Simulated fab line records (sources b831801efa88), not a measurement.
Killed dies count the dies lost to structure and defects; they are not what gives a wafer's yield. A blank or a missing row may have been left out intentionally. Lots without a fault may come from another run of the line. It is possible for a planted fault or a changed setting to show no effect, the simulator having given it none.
Matching of chambers :: flow sky130 :: SKY_VIA2_ETCH_15 on rie-diel-03: 4 sister chambers
The step etches SiO2 in C4F8/O2/Ar, stops on TiN, target depth 546 nm, time 84 s. 4 wafers are shown with their chamber, then 9 later ones without.

== WAFERS PAIRED WITH THEIR CHAMBERS ==
wafer: L086.2
chamber: 3
bias-w (W): 1235

wafer: L088.3
chamber: 0
bias-w (W): 1239

wafer: L091.5
chamber: 1
bias-w (W): 1247

wafer: L091.6
chamber: 2
bias-w (W): 1240

== WAFERS WHOSE CHAMBER IS MISSING ==
wafer: L092.2
bias-w (W): 1244

wafer: L092.3
bias-w (W): 1241

wafer: L092.6
bias-w (W): 1241

wafer: L093.2
bias-w (W): 1247

wafer: L093.4
bias-w (W): 1236

wafer: L093.6
bias-w (W): 1237

wafer: L097.2
bias-w (W): 1244

wafer: L097.5
bias-w (W): 1250

wafer: L097.6
bias-w (W): 1245

== EACH ONE'S CHAMBER ==
wafer: L092.2
from the rows above: can't be placed: 1 or 2 or 0
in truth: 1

wafer: L092.3
from the rows above: can't be placed: 2 or 0
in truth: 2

wafer: L092.6
from the rows above: can't be placed: 2 or 0
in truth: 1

wafer: L093.2
from the rows above: 1
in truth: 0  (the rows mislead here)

wafer: L093.4
from the rows above: can't be placed: 3 or 0 or 2
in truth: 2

wafer: L093.6
from the rows above: can't be placed: 0 or 3 or 2
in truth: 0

wafer: L097.2
from the rows above: can't be placed: 1 or 2 or 0
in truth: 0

wafer: L097.5
from the rows above: 1
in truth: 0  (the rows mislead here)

wafer: L097.6
from the rows above: can't be placed: 1 or 2 or 0
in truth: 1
Correct placement for 0 of the 9. Can't be placed from these rows: 7 (the true chamber is among the candidates in 6). Number placed wrongly: 2.
How it was worked out, from the rows above alone: a wafer's distance from a chamber is the root of the sum, over the readings, of the square of ((its reading less the chamber's mean) divided by the reading's scatter). If the next closest chamber is less than 2 further off than the closest, the wafer can't be placed; otherwise it belongs to the closest. Each chamber's mean is taken over the wafers shown for it. The scatter: with one shown wafer a chamber, the root of the mean of the squares of how far each hidden wafer lies from its nearest shown one.
